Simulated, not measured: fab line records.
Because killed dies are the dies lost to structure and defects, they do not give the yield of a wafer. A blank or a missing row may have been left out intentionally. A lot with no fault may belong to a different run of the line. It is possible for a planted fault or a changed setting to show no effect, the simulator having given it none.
The tool behind it: which one? | flow sfqLine | Sampling: 7 lots, 19 wafers, 4 of 325 route steps

## WHAT THE GAUGES READ, wafer by wafer
SFQ_M8_RS_MEAS_949: measures by four-point-probe.
lot  | measured     | on           | M8_AU_RS (ohm/sq)
L980 | day 75 08:26 | filmMetro-02 | 0.1523 0.1527 0.1539
L982 | day 76 02:31 | filmMetro-01 | 0.1568 0.1553 0.1560
L985 | day 76 22:50 | filmMetro-01 | 0.1536 0.1553 0.1550
L987 | day 78 21:41 | filmMetro-02 | 0.1523 0.1521 0.1529
L992 | day 80 18:47 | filmMetro-01 | 0.1555 0.1570 0.1546
L994 | day 81 05:38 | filmMetro-02 | 0.1554 0.1124
L998 | day 82 10:38 | filmMetro-01 | 0.1132 0.1551

## TOOL THAT RAN EACH LOT (tool first, then ch and the chambers of the sampled wafers, then the start)
lot  | SFQ_TRILAYER_I6_METRO_MEASURE_167 | SFQ_TRILAYER_M7_STRIP_STRIP_181  | SFQ_TRILAYER_M8_DEP_EVAP_196
L980 | filmMetro-02, day 67 14:56        | rieMetal-03 ch 0,1, day 70 07:35 | pvdSputter-02, day 75 07:54
L982 | filmMetro-03, day 69 06:45        | rieMetal-03 ch 0,1, day 71 13:13 | pvdSputter-01, day 76 01:56
L985 | filmMetro-01, day 69 21:46        | rieMetal-03 ch 0,1, day 72 07:13 | pvdSputter-02, day 76 22:18
L987 | filmMetro-02, day 70 08:25        | rieMetal-02 ch 0,1, day 72 19:13 | pvdSputter-02, day 78 21:06
L992 | filmMetro-03, day 72 07:12        | rieMetal-03 ch 0, day 74 13:52   | pvdSputter-02, day 80 18:15
L994 | filmMetro-02, day 72 12:00        | rieMetal-03 ch 0,1, day 74 16:40 | pvdSputter-02, day 81 05:18
L998 | filmMetro-01, day 74 01:38        | rieMetal-02 ch 0,1, day 76 05:40 | pvdSputter-02, day 82 10:05
- SFQ_TRILAYER_I6_METRO_MEASURE_167
- SFQ_TRILAYER_M7_STRIP_STRIP_181: strips in O2.
- SFQ_TRILAYER_M8_DEP_EVAP_196: material Au, target thk 180 nm, time 900 s.

## THE ANSWER, worked out from the rows above alone
Rule: the lots themselves supply what counts as usual. The widest of any qualifying gaps counts: lots, ordered by their means at a reading, are off when they make up no more than a third of the lots, leave a main group of 4 or more, and stand apart from it by 3 or more times the standard deviation of that group's means. A main group whose means are all the same, to the digits that the tables above print for the reading, isn't used. A lot without any number at a reading at which 4 lots or more have one is off too. Where the step has rows for the other lots, those lots are counted as sound.
Off: L994, L998, seen at SFQ_M8_RS_MEAS_949 (M8_AU_RS). Mean 0.1544 ohm/sq and standard deviation 0.0014 in the main group.
A tool fits if, at a process step before that reading, it ran every lot that is off, and no sound lot after the first of them. The gauges at SFQ_M8_RS_MEAS_949 are tried like those tools. One fits: SFQ_TRILAYER_M8_DEP_EVAP_196 on pvdSputter-02. A fault onset in the window from L992 (day 80 18:15, its last sound lot) to L994 (day 81 05:18, its first lot off) fits.

## WHAT HAD BEEN PUT IN BY THE SIMULATOR
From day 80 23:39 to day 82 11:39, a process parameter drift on pvdSputter-02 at SFQ_TRILAYER_M8_DEP_EVAP_196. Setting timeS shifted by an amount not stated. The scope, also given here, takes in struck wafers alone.
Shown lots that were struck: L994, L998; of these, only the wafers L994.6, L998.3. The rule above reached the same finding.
